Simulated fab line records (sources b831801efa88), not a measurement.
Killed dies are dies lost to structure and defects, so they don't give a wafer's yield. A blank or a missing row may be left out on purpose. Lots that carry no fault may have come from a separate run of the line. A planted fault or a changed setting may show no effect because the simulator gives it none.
2 desks looking at one fault ; flow gf180mcu ; each desk holds nothing but its own numbers, with what lay behind them at the end

== FROM THE METROLOGY DESK ==
What the gauges read for every lot (on any tool): the sampled wafers with a number, averaged. The brackets show how far a lot's mean lies from the usual mean; more than 4 standard deviations puts the lot out of limits, marked OUT.
Columns: A = HV_LDD_CVD_54_THK at GF_HV_LDD_THK_MEAS_55, usual 9.99 nm; B = cdNm at GF_NSD_CD_MEAS_07, usual 399.7 nm; C = NSD_RS at GF_PSD_RS_MEAS_14, usual 46.09 ohm/sq
lot;first seen here;A;B;C
L779;day 12 20:22;9.92;398.2;46.09
L782;day 13 16:35;10.14;400.3;45.99
L783;day 14 04:33;9.95;399.1;46.06
L784;day 14 08:46;9.95;399.2;46.07
L785;day 14 20:47;9.89;398.9;46.16
L791;day 16 20:36;9.90;398.9;44.67 (-18) OUT
L792;day 17 00:36;10.06;399.2;44.61 (-19) OUT
L793;day 17 14:13;10.05;399.7;46.06
L795;day 18 04:13;9.97;399.8;46.07
L799;day 19 15:13;10.02;396.7;46.02
L800;day 19 23:13;10.11;400.5;46.04
L801;day 20 09:49;10.10;400.4;46.11
Per this desk, out of limits: L791, L792; the first was L791, day 18 22:44 (NSD_RS at GF_PSD_RS_MEAS_14). Within limits: L779, L782, L783, L784, L785, L793, L795, L799, L800, L801.

== FOR THE TOOL OWNER'S DESK: implanter-03 ==
The tool's own readings at GF_NSD_IMPLANT_09: means of the sampled wafers that have a number, for each lot that ran on this tool. The brackets show how far a lot's mean lies from the usual mean; more than 4 standard deviations puts the lot out of limits, marked OUT.
Columns: A = beamEnergyKeV at GF_NSD_IMPLANT_09, usual 59.999
lot;first seen here;A
L783;day 15 04:17;59.984
L784;day 15 08:00;59.984
L791;day 17 22:20;65.209 (+99 or more) OUT
L792;day 18 01:37;65.244 (+99 or more) OUT
L799;day 20 16:32;60.021
L800;day 21 00:53;59.979
This desk finds L791, L792 out of limits, L791 being first, at day 17 22:20 (beamEnergyKeV at GF_NSD_IMPLANT_09). Within limits: L783, L784, L799, L800.

== TAKEN TOGETHER ==
The tool owner's desk had the chance to raise an alarm at day 17 22:20 on L791, L792.
The metrology desk could have raised an alarm at day 18 22:44, on L791, L792.
The lots listed all ran GF_NSD_IMPLANT_09 on implanter-03.

== WHAT THE SIMULATOR HAD INSERTED ==
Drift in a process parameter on implanter-03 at GF_NSD_IMPLANT_09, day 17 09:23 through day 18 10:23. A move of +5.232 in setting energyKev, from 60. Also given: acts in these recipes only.
Lots struck among those shown: L791, L792.
Fault start to first reading out of limits, in hours, per desk: tool owner, 13; metrology, 37.
